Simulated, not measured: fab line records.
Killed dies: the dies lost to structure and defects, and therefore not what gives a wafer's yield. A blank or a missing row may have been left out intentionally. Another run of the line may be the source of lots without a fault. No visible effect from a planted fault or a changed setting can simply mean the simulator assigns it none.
The tool behind it: which one?	flow sky130	12 lots, 36 wafers sampled, at 5 steps of a route of 708

WHAT THE GAUGES READ, wafer by wafer
Not one reading of a measure or inspect step in the record can be checked against a usual standard deviation.

WHAT TOOL EACH LOT RAN ON (gives the tool, then ch and the chambers of the sampled wafers, and finally the start)
lot	SKY_METAL2_SPUTTER_03	SKY_METAL4_ETCH_17	SKY_VIA4_STRIP_13	SKY_PASSIVATION_CVD_00	SKY_PAD_OPEN_PROBE_99
L378	pvd_sputter-01, day 34 19:25	rie_diel-03 ch 0,1, day 42 13:01	plasma_asher-04 ch 0, day 43 13:26	pecvd-04 ch 0,1,2, day 44 14:24	-
L379	pvd_sputter-01, day 35 03:43	rie_diel-02 ch 0,1,2, day 42 20:03	plasma_asher-02 ch 0,1, day 43 19:59	pecvd-04 ch 0,1, day 44 20:01	-
L380	pvd_sputter-03, day 35 10:10	rie_diel-03 ch 0,2, day 43 01:31	plasma_asher-04 ch 0,1, day 44 01:59	pecvd-01 ch 0,1, day 45 02:11	-
L381	pvd_sputter-02, day 35 11:56	rie_diel-02 ch 0,1,2, day 43 02:00	plasma_asher-02 ch 0,1, day 44 02:34	pecvd-02 ch 1,2, day 45 02:43	-
L383	pvd_sputter-01, day 36 13:58	rie_diel-01 ch 0,2,3, day 44 02:22	plasma_asher-03 ch 1, day 45 01:41	pecvd-02 ch 0,1,2, day 46 01:26	-
L385	pvd_sputter-01, day 37 05:22	rie_diel-03 ch 0,1, day 44 14:01	plasma_asher-02 ch 0,1, day 45 12:28	pecvd-04 ch 0,1,2, day 46 11:44	prober-02, day 48 06:43
L386	pvd_sputter-01, day 37 13:34	rie_diel-03 ch 0,1,3, day 44 21:49	plasma_asher-02 ch 0,1, day 45 20:14	pecvd-02 ch 0,1,2, day 46 18:58	prober-02, day 48 12:19
L388	pvd_sputter-02, day 37 16:28	rie_diel-02 ch 1,2,3, day 45 00:49	plasma_asher-04 ch 0,1, day 45 23:23	pecvd-01 ch 0,1,2, day 46 22:32	-
L391	pvd_sputter-02, day 38 18:16	rie_diel-01 ch 1,3, day 45 22:16	plasma_asher-04 ch 0,1, day 46 20:05	pecvd-04 ch 0,1, day 47 18:08	-
L392	pvd_sputter-02, day 39 06:15	rie_diel-03 ch 0,1,2, day 46 07:38	plasma_asher-03 ch 0,1, day 47 05:08	pecvd-04 ch 1,2, day 48 03:58	-
L396	pvd_sputter-01, day 40 11:04	rie_diel-01 ch 1,2,3, day 47 07:51	plasma_asher-02 ch 0,1, day 48 04:08	pecvd-01 ch 0,1,2, day 49 02:41	-
L397	pvd_sputter-01, day 40 13:46	rie_diel-03 ch 1,2,3, day 47 09:13	plasma_asher-04 ch 0,1, day 48 06:08	pecvd-02 ch 0,2, day 49 03:11	-
- SKY_METAL2_SPUTTER_03: material Ti, target thk 5 nm, time 3.208 s.
- SKY_METAL4_ETCH_17: etches SiO2 in C4F8/O2/Ar, stops on TiN, time 3.9 s, target depth 15 nm.
- SKY_VIA4_STRIP_13: strips in O2/N2.
- SKY_PASSIVATION_CVD_00: deposits SiO2, target thk 90 nm.
- SKY_PAD_OPEN_PROBE_99

WHAT THE TOOLS THEMSELVES READ (means of the sampled wafers that have a number; where no wafer has one, the mark that the record gives instead)
SKY_METAL2_SPUTTER_03. Usual: 30.2 % for throttle_valve_pct, sd 1.3.
lot	tool	throttle_valve_pct (%)	flag
L378	pvd_sputter-01	31.2	
L379	pvd_sputter-01	32.2	
L380	pvd_sputter-03	29.6	
L381	pvd_sputter-02	28.4	
L383	pvd_sputter-01	30.8	
L385	pvd_sputter-01	31.8	
L386	pvd_sputter-01	31.4	
L388	pvd_sputter-02	28.5	
L391	pvd_sputter-02	28.5	
L392	pvd_sputter-02	29.4	
L396	pvd_sputter-01	31.9	
L397	pvd_sputter-01	31.5	

SKY_METAL4_ETCH_17. Usual: chamber_pressure_mTorr 39.99 mTorr, standard deviation 0.033; oes_product_au 0.755 a.u., standard deviation 0.0075.
lot	tool	chamber_pressure_mTorr (mTorr)	oes_product_au (a.u.)	flag
L378	rie_diel-03	39.97	0.746	
L379	rie_diel-02	39.98	0.753	
L380	rie_diel-03	40.01	0.749	
L381	rie_diel-02	40.00	0.757	
L383	rie_diel-01	40.04	0.747	
L385	rie_diel-03	39.99	0.758	
L386	rie_diel-03	39.99	0.760	
L388	rie_diel-02	39.97	0.757	
L391	rie_diel-01	40.03	0.755	
L392	rie_diel-03	39.99	0.765	
L396	rie_diel-01	40.02	0.761	
L397	rie_diel-03	39.96	0.751	

SKY_VIA4_STRIP_13. Usual: chamber_pressure_mTorr 1500.0 mTorr, standard deviation 1.4; drypump_motor_current_A 5.7 A, standard deviation 0.48; oes_product_au 0.709 a.u., standard deviation 0.005; strip_time_to_endpoint_s 12.82 s, standard deviation 0.034.
lot	tool	chamber_pressure_mTorr (mTorr)	drypump_motor_current_A (A)	oes_product_au (a.u.)	strip_time_to_endpoint_s (s)	flag
L378	plasma_asher-04	1498.9	5.2	0.712	12.89	
L379	plasma_asher-02	1500.1	6.3	0.711	12.83	
L380	plasma_asher-04	1499.3	5.5	0.708	12.80	
L381	plasma_asher-02	1500.3	6.4	0.708	12.80	
L383	plasma_asher-03	1500.5	5.7	0.704	12.82	
L385	plasma_asher-02	1499.1	6.4	0.706	12.82	
L386	plasma_asher-02	1499.5	6.4	0.708	12.78	
L388	plasma_asher-04	1500.2	5.5	0.705	12.80	
L391	plasma_asher-04	1499.5	5.4	0.713	12.81	
L392	plasma_asher-03	1499.7	5.4	0.708	12.84	
L396	plasma_asher-02	1499.4	6.4	0.703	12.85	
L397	plasma_asher-04	1499.8	5.5	0.708	12.82	

SKY_PASSIVATION_CVD_00. Usual: 646 W for heater_power_w, sd 79.
lot	tool	heater_power_w (W)	flag
L378	pecvd-04	606	
L379	pecvd-04	601	
L380	pecvd-01	723	
L381	pecvd-02	594	
L383	pecvd-02	560	
L385	pecvd-04	652	
L386	pecvd-02	554	
L388	pecvd-01	736	
L391	pecvd-04	645	
L392	pecvd-04	702	
L396	pecvd-01	726	
L397	pecvd-02	581	

SKY_PAD_OPEN_PROBE_99. Usual: defect_limited_yield 82.2 %, standard deviation 1.9; killed_at_M0_to_M3 43, standard deviation 6.3; killed_at_M4_up 3.3, standard deviation 1.7; killed_at_contacts 24, standard deviation 5.4; killed_at_front_end 16, standard deviation 4.6; killed_at_other 0.4, standard deviation 0.7; killed_dies 87, standard deviation 9.4; killed_open 47, standard deviation 6.9; killed_short 39, standard deviation 6.1; sort_bin_3_pad_short 0.9 %, standard deviation 0.45; sort_bin_5_function 10.6 %, standard deviation 1.5; sort_bin_6_memory 6.3 %, standard deviation 1.2; sort_n_pass 405, standard deviation 9.4; sort_yield_pct 82.2 %, standard deviation 1.9.
lot	tool	defect_limited_yield (%)	killed_at_M0_to_M3	killed_at_M4_up	killed_at_contacts	killed_at_front_end	killed_at_other	killed_dies	killed_open	killed_short	sort_bin_3_pad_short (%)	sort_bin_5_function (%)	sort_bin_6_memory (%)	sort_n_pass	sort_yield_pct (%)	flag
L385	prober-02	73.6	86	2.3	28	13	1.3	130	53	39	1.4	17.3	7.7	362	73.6	OFF
L386	prober-02	74.7	78	2.0	24	19	1.7	124	46	37	3.0	16.1	6.2	368	74.7	OFF

THE ANSWER, worked out from the rows above alone
Rule: take the mean of a lot's wafers that have a number; if it is more than 3 standard deviations from the usual mean, the lot is off. Also off: a lot with no number at a reading for which 4 or more lots have one. Any other lot the step has rows for is counted as sound. First the gauges in route order, then the tools' own readings, where a lot's mean is used as printed above. At the first step where some lot is off, the reading lying furthest off is the one used; lots without a number count as furthest.
Off: L385, L386 (SKY_PAD_OPEN_PROBE_99, killed_at_M0_to_M3). Neither off nor sound, because the step has no rows for them: L378, L379, L380, L381, L383, L388, L391, L392, L396, L397.
If a tool, at that step or one of the process steps before it, ran each lot that is off and ran no sound lot following the first of them, it fits. Can't be told from this: 4 tools fit, pvd_sputter-01 at SKY_METAL2_SPUTTER_03, rie_diel-03 at SKY_METAL4_ETCH_17, plasma_asher-02 at SKY_VIA4_STRIP_13, prober-02 at SKY_PAD_OPEN_PROBE_99.

WHAT WAS PUT IN BY THE SIMULATOR
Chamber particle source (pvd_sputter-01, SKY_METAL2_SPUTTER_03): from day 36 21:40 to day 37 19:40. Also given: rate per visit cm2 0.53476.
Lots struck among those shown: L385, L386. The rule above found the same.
